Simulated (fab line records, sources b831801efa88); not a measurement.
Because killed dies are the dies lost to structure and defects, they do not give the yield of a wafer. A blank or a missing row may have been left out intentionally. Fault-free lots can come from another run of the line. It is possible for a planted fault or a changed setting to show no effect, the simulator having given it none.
fab line records    flow sky130
record lots=24  wafers=72  lastDay=50
route steps=708 shown SD_P@330 CONTACT@420 METAL1@436 VIA3@576 METAL4@629
lots with no fault: from the same line, run without faults
startH: hours from the record's opening day to when the first of the lot's shown wafers began    waitH: hours from the lot's prior step to this one    " the same as in the row above    L1.1+2: a single row standing in for several wafers    - no value, or no start given    * or withheld: withheld    < > ~ a bound
route shown NAME@n: NAME is a module with steps in the file, n the number in the route of the first one    usual: mean and standard deviation over wafers with no fault    same: alike in all rows    chamber/n: place in a boat    sites: readings site by site    _std_site: how widely they spread, as a standard deviation    _edge_site: outer sites' mean less inner sites'    radiusMm: how far each site lies from the wafer's centre    mask NAME#n: copy n    behind: the tool/chamber that last shaped the wafer    hold: the reason the lot was held/the length of the hold in hours/how it ended    device: names the non-switching transistor (n, p or np)    end of line: tests run on the same wafers once the route is complete    a step given without rows: its recipe and nothing more    killed: dies lost to structure and defects at the first sort, not the wafer's yield    map: a wafer's dies, marking killed ones x, the rest . and places with no die _
set.NAME: the setting the step ran with; set.NAME@STEP: the setting that earlier step ran with    model.NAME: the simulator's own value behind a step, which no gauge read
a sample of lots followed through the steps of the route, with each step as a table and each wafer as a row
services: from which hour (startH, from the record's first day; less than 0 if before it) a tool's chamber was out of use, for how many hours, and why
## steps
# step SKY_SD_P_STRIP_10
# recipe chemistry=O2/N2  powerW=1400  pressureMtorr=1500  platenTempC=withheld  o2FlowSccm=3000  n2FlowSccm=300  overashFraction=0.5
# usual drypumpMotorCurrentA=6.0/0.52  oesProductAu=0.619/0.0044  stripTimeToEndpointS=17.46/0.046
lot.wafer  tool            chamber  startH  waitH  drypumpMotorCurrentA  oesProductAu  rfHoursCounterH  stripTimeToEndpointS
L074.3     plasmaAsher-01  1        579.38  0.1    6.5                   0.623         -                17.49
L074.5     "               0        "       "      5.8                   0.624         -                17.55
L074.6     "               1        "       "      6.5                   0.619         -                17.53
L075.3     plasmaAsher-04  1        586.99  0.1    5.3                   0.623         -                17.47
L075.5     "               0        "       "      6.5                   0.621         -                17.45
L075.6     "               1        "       "      5.3                   0.614         -                17.48
L076.2     plasmaAsher-04  1        591.16  0.1    5.3                   0.621         47               17.45
L076.4     "               0        "       "      6.5                   0.615         -                17.50
L076.6     "               1        "       "      5.3                   0.627         -                17.47
L077.1     plasmaAsher-01  0        603.28  0.1    5.8                   0.616         93               17.44
L077.4     "               0        "       "      5.8                   0.612         -                17.48
L077.5     "               1        "       "      6.4                   0.610         -                17.47
L078.1     plasmaAsher-01  1        612.64  0.1    6.5                   0.624         94               17.53
L078.4     "               1        "       "      6.5                   0.619         -                17.48
L078.5     "               0        "       "      5.8                   0.624         -                17.45
L079.2     plasmaAsher-01  1        629.31  0.1    6.5                   0.620         96               17.47
L079.5     "               0        "       "      5.8                   0.620         -                17.50
L079.6     "               1        "       "      6.5                   0.614         -                17.54
L080.1     plasmaAsher-02  1        629.61  0.1    6.5                   0.622         19               17.56
L080.3     "               1        "       "      6.6                   0.618         -                17.56
L080.4     "               0        "       "      5.2                   0.617         -                17.55
L081.3     plasmaAsher-01  0        638.69  0.1    5.8                   0.620         -                17.44
L081.4     "               1        "       "      6.4                   0.620         -                17.45
L081.6     "               1        "       "      6.5                   0.618         -                17.48
L082.3     plasmaAsher-04  1        646.76  0.1    5.3                   0.615         -                17.47
L082.4     "               0        "       "      6.5                   0.619         -                17.52
L082.6     "               0        "       "      6.5                   0.624         -                17.50
L083.1     plasmaAsher-04  0        660.04  0.1    6.5                   0.620         54               17.44
L083.2     "               1        "       "      5.3                   0.621         54               17.43
L083.4     "               1        "       "      5.4                   0.627         -                17.42
L084.1     plasmaAsher-04  1        672.14  0.1    5.4                   0.615         55               17.50
L084.2     "               0        "       "      6.5                   0.621         55               17.53
L084.4     "               1        "       "      5.3                   0.617         -                17.54
L085.1     plasmaAsher-02  0        673.74  0.1    5.2                   0.612         23               17.47
L085.4     "               0        "       "      5.2                   0.619         -                17.43
L085.5     "               1        "       "      6.5                   0.620         -                17.50
L086.2     plasmaAsher-04  0        681.14  0.1    6.5                   0.621         56               17.47
L086.4     "               1        "       "      5.4                   0.619         -                17.44
L086.5     "               1        "       "      5.3                   0.616         -                17.45
L087.1     plasmaAsher-02  0        686.93  0.1    5.2                   0.622         24               17.39
L087.3     "               0        "       "      5.2                   0.620         -                17.44
L087.5     "               1        "       "      6.5                   0.618         -                17.46
L088.1     plasmaAsher-01  1        697.36  0.1    6.5                   0.616         103              17.50
L088.3     "               1        "       "      6.5                   0.612         -                17.47
L088.4     "               0        "       "      5.8                   0.614         -                17.53
L089.1     plasmaAsher-04  0        708.36  0.1    6.5                   0.622         59               17.55
L089.4     "               0        "       "      6.5                   0.625         -                17.49
L089.5     "               0        "       "      6.5                   0.623         -                17.48
L090.1     plasmaAsher-01  1        711.96  0.1    6.4                   0.617         104              17.39
L090.4     "               0        "       "      5.8                   0.616         -                17.48
L090.5     "               0        "       "      5.8                   0.615         -                17.40
L091.2     plasmaAsher-01  1        723.92  0.1    6.5                   0.616         105              17.39
L091.3     "               0        "       "      5.8                   0.613         -                17.42
L091.4     "               1        "       "      6.5                   0.618         -                17.42
L092.4     plasmaAsher-04  0        739.21  0.1    6.5                   0.625         -                17.40
L092.5     "               0        "       "      6.5                   0.624         -                17.38
L092.6     "               1        "       "      5.3                   0.622         -                17.42
L094.3     plasmaAsher-04  1        781.69  0.1    5.3                   0.619         -                17.40
L094.4     "               0        "       "      6.5                   0.612         -                17.40
L094.6     "               0        "       "      6.5                   0.618         -                17.38
L097.1     plasmaAsher-02  0        782.26  0.1    5.2                   0.617         34               17.47
L097.2     "               1        "       "      6.5                   0.619         34               17.45
L097.4     "               1        "       "      6.6                   0.616         -                17.45
L095.1     plasmaAsher-04  0        782.58  0.1    6.5                   0.627         66               17.39
L095.3     "               1        "       "      5.3                   0.620         -                17.44
L095.6     "               0        "       "      6.5                   0.617         -                17.42
L093.2     plasmaAsher-01  1        783.79  0.1    6.5                   0.626         4                17.44
L093.5     "               1        "       "      6.5                   0.619         -                17.42
L093.6     "               0        "       "      5.8                   0.624         -                17.45
L096.2     plasmaAsher-01  0        788.64  0.1    5.8                   0.620         4                17.46
L096.3     "               0        "       "      5.8                   0.625         -                17.45
L096.4     "               1        "       "      6.5                   0.624         -                17.43
# step SKY_CONTACT_CD_MEAS_14
# recipe targetCdNm=170
# usual cdNm=169.5/1.5
lot.wafer  tool      chamber  startH  waitH  cdNm
L074.3     cdSem-01  -        727.79  -      170.0
L074.5     "         -        "       "      168.5
L074.6     "         -        "       "      167.8
L075.3     cdSem-01  -        734.46  -      168.8
L075.5     "         -        "       "      169.6
L075.6     "         -        "       "      167.5
L076.2     cdSem-01  -        737.87  -      168.5
L076.4     "         -        "       "      168.6
L076.6     "         -        "       "      168.6
L077.1     cdSem-01  -        750.62  -      168.1
L077.4     "         -        "       "      169.3
L077.5     "         -        "       "      169.1
L078.1     cdSem-01  -        756.83  -      169.9
L078.4     "         -        "       "      169.3
L078.5     "         -        "       "      170.7
L079.2     cdSem-02  -        771.12  -      169.3
L079.5     "         -        "       "      169.2
L079.6     "         -        "       "      170.9
L080.1     cdSem-01  -        774.72  -      168.8
L080.3     "         -        "       "      168.7
L080.4     "         -        "       "      167.6
L081.3     cdSem-01  -        782.66  -      169.0
L081.4     "         -        "       "      169.4
L081.6     "         -        "       "      170.1
L082.3     cdSem-02  -        789.77  -      172.7
L082.4     "         -        "       "      172.7
L082.6     "         -        "       "      172.6
L083.1     cdSem-01  -        804.08  -      169.4
L083.2     "         -        "       "      167.5
L083.4     "         -        "       "      169.1
L084.1     cdSem-02  -        812.73  -      168.8
L084.2     "         -        "       "      168.8
L084.4     "         -        "       "      169.7
L085.1     cdSem-02  -        814.12  -      169.9
L085.4     "         -        "       "      169.3
L085.5     "         -        "       "      170.9
L086.2     cdSem-02  -        822.35  -      171.2
L086.4     "         -        "       "      171.8
L086.5     "         -        "       "      171.8
L087.1     cdSem-01  -        825.70  -      166.4
L087.3     "         -        "       "      167.3
L087.5     "         -        "       "      169.0
L088.1     cdSem-01  -        836.07  -      172.1
L088.3     "         -        "       "      171.1
L088.4     "         -        "       "      172.3
L089.1     cdSem-01  -        845.73  -      167.5
L089.4     "         -        "       "      169.2
L089.5     "         -        "       "      167.3
L090.1     cdSem-01  -        852.27  -      169.2
L090.4     "         -        "       "      169.3
L090.5     "         -        "       "      169.3
L091.2     cdSem-01  -        861.59  -      167.1
L091.3     "         -        "       "      169.0
L091.4     "         -        "       "      166.8
L092.4     cdSem-01  -        875.29  -      168.3
L092.5     "         -        "       "      169.8
L092.6     "         -        "       "      169.2
L094.3     cdSem-02  -        915.54  -      170.0
L094.4     "         -        "       "      170.0
L094.6     "         -        "       "      171.2
L097.1     cdSem-01  -        915.85  -      170.2
L097.2     "         -        "       "      168.9
L097.4     "         -        "       "      169.2
L095.1     cdSem-02  -        917.18  -      171.3
L095.3     "         -        "       "      171.3
L095.6     "         -        "       "      170.6
L093.2     cdSem-01  -        919.29  -      169.5
L093.5     "         -        "       "      168.0
L093.6     "         -        "       "      167.4
L096.2     cdSem-02  -        922.86  -      168.3
L096.3     "         -        "       "      167.9
L096.4     "         -        "       "      168.4
# step SKY_CONTACT_SPUTTER_23
# recipe material=TiN  targetThkNm=20  chamberPressurePa=5  powerW=4000  timeS=80
# usual cathodeDcPowerW=4000.1/0.77  chamberPressurePa=5.001/0.0095  throttleValvePct=30.3/0.65
lot.wafer  tool           chamber  startH  waitH  cathodeDcPowerW  chamberPressurePa  throttleValvePct
L074.3     pvdSputter-04  -        728.64  0.0    4001.5           4.988              30.4
L074.5     "              -        "       "      3999.2           4.988              30.7
L074.6     "              -        "       "      3999.7           4.983              30.9
L075.3     pvdSputter-01  -        735.31  0.0    4000.1           5.005              31.0
L075.5     "              -        "       "      4000.0           5.003              31.4
L075.6     "              -        "       "      4000.0           4.992              29.3
L076.2     pvdSputter-04  -        738.74  0.0    4000.4           4.991              30.5
L076.4     "              -        "       "      4000.0           5.005              29.5
L076.6     "              -        "       "      3999.8           4.989              30.7
L077.1     pvdSputter-01  -        751.50  0.0    4000.2           5.012              30.9
L077.4     "              -        "       "      4000.0           4.995              31.2
L077.5     "              -        "       "      4000.7           4.992              30.5
L078.1     pvdSputter-01  -        757.75  0.0    4000.7           5.006              30.3
L078.4     "              -        "       "      3999.9           5.007              31.4
L078.5     "              -        "       "      4000.1           5.010              31.2
L079.2     pvdSputter-04  -        771.98  0.0    4000.2           5.023              30.8
L079.5     "              -        "       "      4000.7           4.997              31.0
L079.6     "              -        "       "      3999.3           4.990              30.5
L080.1     pvdSputter-04  -        775.62  0.0    3999.8           4.992              30.9
L080.3     "              -        "       "      4000.2           4.992              29.5
L080.4     "              -        "       "      4000.6           5.004              30.7
L081.3     pvdSputter-03  -        783.54  0.0    3999.4           5.000              29.9
L081.4     "              -        "       "      4000.5           4.990              30.7
L081.6     "              -        "       "      4000.8           4.987              30.6
L082.3     pvdSputter-03  -        790.64  0.0    4000.2           5.005              30.5
L082.4     "              -        "       "      4000.3           5.001              30.0
L082.6     "              -        "       "      4000.9           5.009              30.1
L083.1     pvdSputter-01  -        804.99  0.0    4000.2           4.989              31.1
L083.2     "              -        "       "      3999.8           5.004              30.4
L083.4     "              -        "       "      4001.8           5.000              31.1
L084.1     pvdSputter-01  -        813.62  0.0    4000.9           4.981              31.0
L084.2     "              -        "       "      4000.1           5.000              29.3
L084.4     "              -        "       "      3999.4           4.996              31.2
L085.1     pvdSputter-04  -        815.00  0.0    3999.9           5.008              30.9
L085.4     "              -        "       "      4000.0           4.989              29.6
L085.5     "              -        "       "      4000.3           4.998              30.8
L086.2     pvdSputter-04  -        823.25  0.0    3999.4           4.993              30.8
L086.4     "              -        "       "      3999.8           5.011              30.7
L086.5     "              -        "       "      4001.2           4.999              29.6
L087.1     pvdSputter-04  -        826.62  0.0    3998.8           4.988              30.6
L087.3     "              -        "       "      4000.2           5.009              31.1
L087.5     "              -        "       "      4000.1           5.004              29.4
L088.1     pvdSputter-03  -        836.95  0.0    3999.4           4.995              29.8
L088.3     "              -        "       "      3998.3           4.997              30.4
L088.4     "              -        "       "      3998.4           5.006              29.9
L089.1     pvdSputter-01  -        846.61  0.0    3999.1           5.005              29.3
L089.4     "              -        "       "      4000.3           5.004              30.7
L089.5     "              -        "       "      3999.8           4.993              31.0
L090.1     pvdSputter-01  -        853.15  0.0    3999.1           4.998              29.2
L090.4     "              -        "       "      4000.2           4.993              31.3
L090.5     "              -        "       "      4000.2           5.026              30.6
L091.2     pvdSputter-04  -        862.45  0.0    3999.2           5.006              29.8
L091.3     "              -        "       "      3998.6           5.004              30.5
L091.4     "              -        "       "      4000.1           5.008              30.9
L092.4     pvdSputter-03  -        876.15  0.0    4000.6           4.995              29.9
L092.5     "              -        "       "      4000.1           5.003              29.8
L092.6     "              -        "       "      4001.1           5.000              29.8
L094.3     pvdSputter-01  -        916.38  0.0    4000.9           5.015              31.1
L094.4     "              -        "       "      4000.7           5.007              30.6
L094.6     "              -        "       "      4000.0           5.000              29.1
L097.1     pvdSputter-03  -        916.77  0.0    4001.8           5.013              29.9
L097.2     "              -        "       "      3999.3           4.992              30.1
L097.4     "              -        "       "      3997.9           5.011              30.2
L095.1     pvdSputter-04  -        918.10  0.0    4000.3           4.998              30.6
L095.3     "              -        "       "      4000.4           5.006              29.3
L095.6     "              -        "       "      4000.9           5.002              29.2
L093.2     pvdSputter-03  -        920.16  0.0    3999.6           4.989              29.9
L093.5     "              -        "       "      4001.0           5.001              29.8
L093.6     "              -        "       "      4001.2           4.985              30.0
L096.2     pvdSputter-01  -        923.75  0.0    3999.9           5.012              30.2
L096.3     "              -        "       "      4001.4           5.012              28.9
L096.4     "              -        "       "      4001.1           4.995              31.1
# step SKY_METAL1_SPUTTER_02
# recipe material=AlCu  targetThkNm=250  powerW=10600  timeS=13.3  chamberPressurePa=0.4
# usual cathodeDcPowerW=10600/1.9  chamberPressurePa=0.4000/0.00077  throttleValvePct=30.2/0.81
lot.wafer  tool           chamber  startH  waitH  cathodeDcPowerW  chamberPressurePa  throttleValvePct
L074.3     pvdSputter-03  -        729.34  0.0    10600            0.4001             29.9
L074.5     "              -        "       "      10598            0.3993             29.6
L074.6     "              -        "       "      10600            0.3994             30.0
L075.3     pvdSputter-03  -        736.01  0.0    10600            0.4005             29.8
L075.5     "              -        "       "      10603            0.3995             29.8
L075.6     "              -        "       "      10601            0.3998             30.0
L076.2     pvdSputter-02  -        739.44  0.0    10601            0.4003             29.0
L076.4     "              -        "       "      10603            0.3995             31.2
L076.6     "              -        "       "      10599            0.4006             29.8
L077.1     pvdSputter-02  -        752.20  0.0    10600            0.3997             29.4
L077.4     "              -        "       "      10598            0.4000             30.7
L077.5     "              -        "       "      10601            0.4007             31.7
L078.1     pvdSputter-03  -        758.45  0.0    10600            0.3979             30.4
L078.4     "              -        "       "      10601            0.3986             30.0
L078.5     "              -        "       "      10600            0.4001             30.1
L079.2     pvdSputter-01  -        772.68  0.0    10598            0.3991             30.8
L079.5     "              -        "       "      10601            0.4002             30.6
L079.6     "              -        "       "      10601            0.3986             31.2
L080.1     pvdSputter-02  -        776.32  0.0    10597            0.4003             29.1
L080.3     "              -        "       "      10599            0.4006             30.9
L080.4     "              -        "       "      10604            0.3996             31.4
L081.3     pvdSputter-02  -        784.24  0.0    10599            0.4006             30.9
L081.4     "              -        "       "      10600            0.4001             29.0
L081.6     "              -        "       "      10606            0.4006             29.0
L082.3     pvdSputter-02  -        791.34  0.0    10601            0.4004             29.3
L082.4     "              -        "       "      10599            0.4006             30.9
L082.6     "              -        "       "      10602            0.4002             30.7
L083.1     pvdSputter-02  -        805.69  0.0    10602            0.3996             29.4
L083.2     "              -        "       "      10598            0.4004             31.5
L083.4     "              -        "       "      10601            0.3989             30.8
L084.1     pvdSputter-03  -        814.32  0.0    10601            0.4006             29.6
L084.2     "              -        "       "      10598            0.4013             30.5
L084.4     "              -        "       "      10598            0.4001             29.9
L085.1     pvdSputter-01  -        815.70  0.0    10600            0.3995             31.0
L085.4     "              -        "       "      10601            0.3994             31.0
L085.5     "              -        "       "      10601            0.3997             29.4
L086.2     pvdSputter-01  -        823.95  0.0    10601            0.3990             31.0
L086.4     "              -        "       "      10602            0.4010             30.8
L086.5     "              -        "       "      10600            0.3980             31.4
L087.1     pvdSputter-02  -        827.32  0.0    10600            0.4008             28.8
L087.3     "              -        "       "      10603            0.4018             29.5
L087.5     "              -        "       "      10597            0.4005             29.5
L088.1     pvdSputter-01  -        837.65  0.0    10601            0.3992             31.1
L088.3     "              -        "       "      10600            0.3983             30.5
L088.4     "              -        "       "      10599            0.3999             29.2
L089.1     pvdSputter-02  -        847.31  0.0    10601            0.3998             29.4
L089.4     "              -        "       "      10602            0.4000             31.3
L089.5     "              -        "       "      10602            0.3992             29.3
L090.1     pvdSputter-03  -        853.85  0.0    10599            0.4001             30.4
L090.4     "              -        "       "      10597            0.3990             29.7
L090.5     "              -        "       "      10601            0.3994             29.4
L091.2     pvdSputter-03  -        863.15  0.0    10600            0.4004             30.1
L091.3     "              -        "       "      10602            0.3999             30.1
L091.4     "              -        "       "      10598            0.4001             29.8
L092.4     pvdSputter-02  -        876.85  0.0    10601            0.4009             29.1
L092.5     "              -        "       "      10599            0.3991             31.5
L092.6     "              -        "       "      10601            0.3990             30.6
L094.3     pvdSputter-02  -        917.71  0.0    10600            0.4004             30.8
L094.4     "              -        "       "      10601            0.4000             31.1
L094.6     "              -        "       "      10600            0.4002             31.4
L097.1     pvdSputter-01  -        918.01  0.0    10603            0.3996             29.2
L097.2     "              -        "       "      10600            0.4018             31.1
L097.4     "              -        "       "      10596            0.4016             31.0
L095.1     pvdSputter-01  -        919.04  0.0    10601            0.4010             30.4
L095.3     "              -        "       "      10596            0.4013             29.2
L095.6     "              -        "       "      10603            0.4000             29.1
L093.2     pvdSputter-02  -        920.86  0.0    10598            0.4009             30.8
L093.5     "              -        "       "      10598            0.4008             30.6
L093.6     "              -        "       "      10597            0.3994             28.8
L096.2     pvdSputter-01  -        924.45  0.0    10604            0.4008             30.3
L096.3     "              -        "       "      10596            0.4011             29.3
L096.4     "              -        "       "      10599            0.3998             31.0
# step SKY_VIA3_BOW_MEAS_03
# recipe mode=bow
# usual VIA3_BOW=80/7.8
lot.wafer  tool          chamber  startH   waitH  VIA3_BOW[um]
L074.3     filmMetro-03  -        896.31   0.2    77
L074.5     "             -        "        "      84
L074.6     "             -        "        "      85
L075.3     filmMetro-03  -        902.58   0.3    82
L075.5     "             -        "        "      87
L075.6     "             -        "        "      78
L076.2     filmMetro-02  -        907.39   0.1    79
L076.4     "             -        "        "      75
L076.6     "             -        "        "      74
L077.1     filmMetro-03  -        918.69   0.1    72
L077.4     "             -        "        "      83
L077.5     "             -        "        "      76
L078.1     filmMetro-02  -        923.40   0.1    76
L078.4     "             -        "        "      83
L078.5     "             -        "        "      70
L079.2     filmMetro-02  -        937.43   0.1    83
L079.5     "             -        "        "      85
L079.6     "             -        "        "      83
L080.1     filmMetro-02  -        939.17   0.1    74
L080.3     "             -        "        "      93
L080.4     "             -        "        "      71
L081.3     filmMetro-03  -        948.38   0.3    79
L081.4     "             -        "        "      80
L081.6     "             -        "        "      77
L082.3     filmMetro-02  -        953.83   0.3    88
L082.4     "             -        "        "      84
L082.6     "             -        "        "      97
L083.1     filmMetro-04  -        967.74   0.1    79
L083.2     "             -        "        "      66
L083.4     "             -        "        "      75
L084.1     filmMetro-04  -        976.39   0.1    95
L084.2     "             -        "        "      99
L084.4     "             -        "        "      90
L085.1     filmMetro-02  -        977.53   0.1    81
L085.4     "             -        "        "      72
L085.5     "             -        "        "      90
L086.2     filmMetro-03  -        983.37   0.3    85
L086.4     "             -        "        "      81
L086.5     "             -        "        "      78
L087.1     filmMetro-02  -        987.62   0.2    69
L087.3     "             -        "        "      65
L087.5     "             -        "        "      87
L088.1     filmMetro-04  -        997.51   0.2    85
L088.3     "             -        "        "      81
L088.4     "             -        "        "      71
L089.1     filmMetro-02  -        1005.03  0.1    75
L089.4     "             -        "        "      82
L089.5     "             -        "        "      75
L090.1     filmMetro-03  -        1011.33  0.1    83
L090.4     "             -        "        "      80
L090.5     "             -        "        "      84
L091.2     filmMetro-02  -        1017.02  0.3    91
L091.3     "             -        "        "      80
L091.4     "             -        "        "      71
L092.4     filmMetro-04  -        1030.03  0.3    81
L092.5     "             -        "        "      96
L092.6     "             -        "        "      79
L094.3     filmMetro-04  -        1065.49  0.3    73
L094.4     "             -        "        "      78
L094.6     "             -        "        "      80
L097.1     filmMetro-03  -        1067.09  0.1    89
L097.2     "             -        "        "      98
L097.4     "             -        "        "      94
L095.1     filmMetro-04  -        1067.63  0.2    82
L095.3     "             -        "        "      85
L095.6     "             -        "        "      64
L093.2     filmMetro-02  -        1069.66  0.3    66
L093.5     "             -        "        "      73
L093.6     "             -        "        "      65
L096.2     filmMetro-04  -        1073.31  0.1    66
L096.3     "             -        "        "      76
L096.4     "             -        "        "      79
# step SKY_METAL4_CD_MEAS_13
# recipe targetCdNm=300
# usual cdNm=299.8/1.5
lot.wafer  tool      chamber  startH   waitH  cdNm
L074.3     cdSem-01  -        972.27   -      301.7
L074.5     "         -        "        "      300.1
L074.6     "         -        "        "      301.6
L075.3     cdSem-02  -        979.04   -      298.9
L075.5     "         -        "        "      300.1
L075.6     "         -        "        "      298.8
L076.2     cdSem-02  -        983.25   -      297.9
L076.4     "         -        "        "      298.3
L076.6     "         -        "        "      297.5
L077.1     cdSem-02  -        994.28   -      297.5
L077.4     "         -        "        "      299.2
L077.5     "         -        "        "      299.2
L078.1     cdSem-02  -        997.18   -      302.0
L078.4     "         -        "        "      300.1
L078.5     "         -        "        "      299.6
L079.2     cdSem-02  -        1011.02  -      298.6
L079.5     "         -        "        "      298.3
L079.6     "         -        "        "      297.2
L080.1     cdSem-02  -        1013.04  -      299.6
L080.3     "         -        "        "      299.9
L080.4     "         -        "        "      300.4
L081.3     cdSem-01  -        1020.87  -      299.3
L081.4     "         -        "        "      299.7
L081.6     "         -        "        "      300.0
L082.3     cdSem-01  -        1025.73  -      301.7
L082.4     "         -        "        "      301.6
L082.6     "         -        "        "      300.8
L083.1     cdSem-02  -        1038.94  -      298.9
L083.2     "         -        "        "      298.8
L083.4     "         -        "        "      299.7
L084.1     cdSem-02  -        1046.75  -      296.3
L084.2     "         -        "        "      297.7
L084.4     "         -        "        "      296.1
L085.1     cdSem-01  -        1048.24  -      301.4
L085.4     "         -        "        "      302.3
L085.5     "         -        "        "      301.1
L086.2     cdSem-02  -        1053.80  -      296.7
L086.4     "         -        "        "      297.3
L086.5     "         -        "        "      296.7
L087.1     cdSem-02  -        1055.73  -      301.2
L087.3     "         -        "        "      300.9
L087.5     "         -        "        "      299.2
L088.1     cdSem-02  -        1066.36  -      301.4
L088.3     "         -        "        "      301.3
L088.4     "         -        "        "      303.3
L089.1     cdSem-02  -        1073.76  -      299.8
L089.4     "         -        "        "      299.3
L089.5     "         -        "        "      298.9
L090.1     cdSem-01  -        1078.98  -      298.6
L090.4     "         -        "        "      299.4
L090.5     "         -        "        "      300.1
L091.2     cdSem-01  -        1083.80  -      300.9
L091.3     "         -        "        "      300.7
L091.4     "         -        "        "      301.4
L092.4     cdSem-01  -        1096.05  -      301.8
L092.5     "         -        "        "      300.3
L092.6     "         -        "        "      300.7
L094.3     cdSem-01  -        1126.78  -      300.7
L094.4     "         -        "        "      298.9
L094.6     "         -        "        "      297.8
L097.1     cdSem-01  -        1128.91  -      299.6
L097.2     "         -        "        "      299.9
L097.4     "         -        "        "      299.3
L095.1     cdSem-02  -        1129.61  -      301.9
L095.3     "         -        "        "      302.0
L095.6     "         -        "        "      301.5
L093.2     cdSem-01  -        1130.78  -      299.2
L093.5     "         -        "        "      298.7
L093.6     "         -        "        "      298.7
L096.2     cdSem-01  -        1135.45  -      301.0
L096.3     "         -        "        "      300.0
L096.4     "         -        "        "      300.8
## services
tool            chamber  startH  hours  kind
pvdSputter-01   -        585.45  8.4    repair
pvdSputter-02   -        608.65  3.3    repair
plasmaAsher-01  -        622.87  0.7    repair
pvdSputter-03   -        633.66  3.9    repair
pvdSputter-04   -        634.36  1.7    repair
pvdSputter-04   -        670.41  0.5    repair
pvdSputter-01   2        707.06  -      consumableReplace:kit
pvdSputter-01   2        707.06  18.0   scheduledDown
pvdSputter-01   2        707.06  18.0   ventCycle
pvdSputter-03   2        720.61  -      consumableReplace:kit
pvdSputter-03   2        720.61  18.0   scheduledDown
pvdSputter-02   -        732.71  4.8    repair
plasmaAsher-01  -        733.75  9.0    pm
pvdSputter-01   -        779.11  12.4   repair
pvdSputter-03   -        816.46  1.0    repair
plasmaAsher-04  -        822.83  26.3   repair
plasmaAsher-04  -        830.65  1.9    repair
pvdSputter-04   -        848.46  4.0    repair
pvdSputter-04   -        848.78  3.6    repair
plasmaAsher-04  -        849.17  2.8    pm
pvdSputter-01   -        873.09  9.9    repair
plasmaAsher-02  -        899.09  0.3    repair
pvdSputter-03   -        904.31  11.2   repair
plasmaAsher-02  -        918.99  50.4   repair
## key
fault none
